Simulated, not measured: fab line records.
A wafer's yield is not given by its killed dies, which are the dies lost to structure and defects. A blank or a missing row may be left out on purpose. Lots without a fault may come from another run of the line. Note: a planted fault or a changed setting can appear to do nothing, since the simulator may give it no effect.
Code-filled problem report in 8D (eight disciplines) form    flow gf180mcu    the parts of the form that need people (team, actions taken, sign-off) are left out

## 1. WHAT IS WRONG
Mean of chamber pressure mTorr at GF_TOP_METAL_METAL_ETCH_16: 9.600 mTorr across 5 wafers in 2 lots; on wafers with no fault it is 8.000 mTorr (standard deviation 0.0073). So: +99 or more standard deviations from the usual mean.
The step: etches the open film in Cl2/BCl3, stops on SiO2, target depth 1197 nm, time 199.5 s.
The first sign was on wafer L421.1 at day 30 08:08, on rie metal-02. The record holds 39 wafers of 13 lots with a number at this step. By rule, "out" or "out of limits" means more than 4 standard deviations away from the usual mean. All remaining wafers that have a number are taken as sound.

## 2. WHAT IT IS, WHAT IT ISN'T
question                     is                                      is not
which readings at this step  chamber pressure mTorr                  drypump motor current A
which lots                   L421, L422                              L414, L415, L416, L417, L418, L425, L429, L433, L435, L436, L437
which wafers of those lots   L421.1, L421.5, L422.1, L422.4, L422.6  L421.4
read on which tools          rie metal-02                            rie metal-01, rie metal-03
when                         from day 30 08:08                       up to then (16 sound wafers); but 18 sound wafers of L425, L429, L433, L435, L436, L437 came after

## 3. THE SUSPECTS, EACH WITH WHAT RULES IT OUT
Counting: if a tool at a process step up to the reading ran every lot that is out, it stays a suspect. Sound lots after the first of them don't rule it out here, since some wafers of a struck lot are sound.
- rie metal-02 at GF_TOP_METAL_METAL_ETCH_16 (etches the open film in Cl2/BCl3, stops on SiO2, target depth 1197 nm, time 199.5 s): kept. It processed each lot that is out (first: L421, day 30 08:08); up to then, its last sound lot is L418 (day 29 11:11). On those wafers its own readings are out: chamber pressure mTorr.
- Within rie metal-02 at GF_TOP_METAL_METAL_ETCH_16: the wafers that are out ran in chamber 0; their sound lot-mates ran in chamber 1.
The count leaves rie metal-02 at GF_TOP_METAL_METAL_ETCH_16.

## 4. THE CAUSE (what the simulator had put in)
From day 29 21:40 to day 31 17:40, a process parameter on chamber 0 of rie metal-02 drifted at GF_TOP_METAL_METAL_ETCH_16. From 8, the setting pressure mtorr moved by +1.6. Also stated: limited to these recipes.
Only this tool survived the counting.

## 5. SEQUENCE OF EFFECTS, ordered by route
One row per reading whose mean, taken over the struck wafers that have a number, lies over 3 standard deviations from the usual. Only readings for which the record gives a usual standard deviation are gone through. hours: the time from each lot's start at the first step in this table that gives one to its start at this step, as a median over the lots. sigmas: the change in usual standard deviations.
hours  step                        reading                 usual        on struck wafers  change  sigmas
0      GF_TOP_METAL_METAL_ETCH_16  chamber pressure mTorr  8.000 mTorr  9.600             +1.600  +99 or more
The process steps in it:
- GF_TOP_METAL_METAL_ETCH_16: etches the open film in Cl2/BCl3, stops on SiO2, target depth 1197 nm, time 199.5 s.

## 6. WHAT WOULD HAVE CAUGHT IT SOONER
First out-of-limits reading in this record: day 30 08:08, which is 10 hours after fault onset at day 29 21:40.
